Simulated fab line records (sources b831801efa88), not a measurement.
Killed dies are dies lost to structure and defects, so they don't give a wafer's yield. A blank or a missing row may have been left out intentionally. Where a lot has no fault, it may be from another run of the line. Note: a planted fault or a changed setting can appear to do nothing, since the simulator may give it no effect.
What tool caused it?    flow sky130    12 lots (36 wafers sampled), 1 step of a 708-step route

== WHAT THE GAUGES READ, wafer by wafer ==
SKY_FIELD_ISO_THK_MEAS_04.
lot   measured     on             FIELD_ISO_CVD_03_THK (nm)
L075  day 1 20:28  film_metro-04  163.2 164.1 163.3
L077  day 2 06:24  film_metro-01  161.3 162.9 162.1
L079  day 2 14:57  film_metro-04  164.5 163.8 163.9
L081  day 3 02:33  film_metro-04  165.7 163.6 164.3
L083  day 3 10:42  film_metro-02  163.7 163.7 164.3
L085  day 3 21:05  film_metro-02  164.2 165.0 166.7
L087  day 4 08:57  film_metro-02  164.2 163.2 163.5
L089  day 4 16:29  film_metro-01  163.3 162.9 163.6
L091  day 5 03:52  film_metro-01  164.5 163.5 163.4
L093  day 5 16:10  film_metro-01  163.9 164.3 163.1
L095  day 5 22:49  film_metro-04  165.7 164.4 163.7
L097  day 6 08:54  film_metro-01  163.9 164.9 165.1

== TOOL THAT RAN EACH LOT (tool first, then ch and the chambers of the sampled wafers, then the start) ==
Before these readings, the record contains no process step.

== THE ANSWER, worked out from the rows above alone ==
Rule: the lots themselves supply what counts as usual. The widest of any qualifying gaps counts: lots, ordered by their means at a reading, are off when they make up no more than a third of the lots, leave a main group of 4 or more, and stand apart from it by 3 or more times the standard deviation of that group's means. A main group is skipped when, at the precision printed for the reading in the tables above, its means are all equal. A lot without any number at a reading at which 4 lots or more have one is off too. The other lots that the step has rows for count as sound.
Nothing can be told from this: no lot is off at any reading shown.

== WHAT THE SIMULATOR PUT IN ==
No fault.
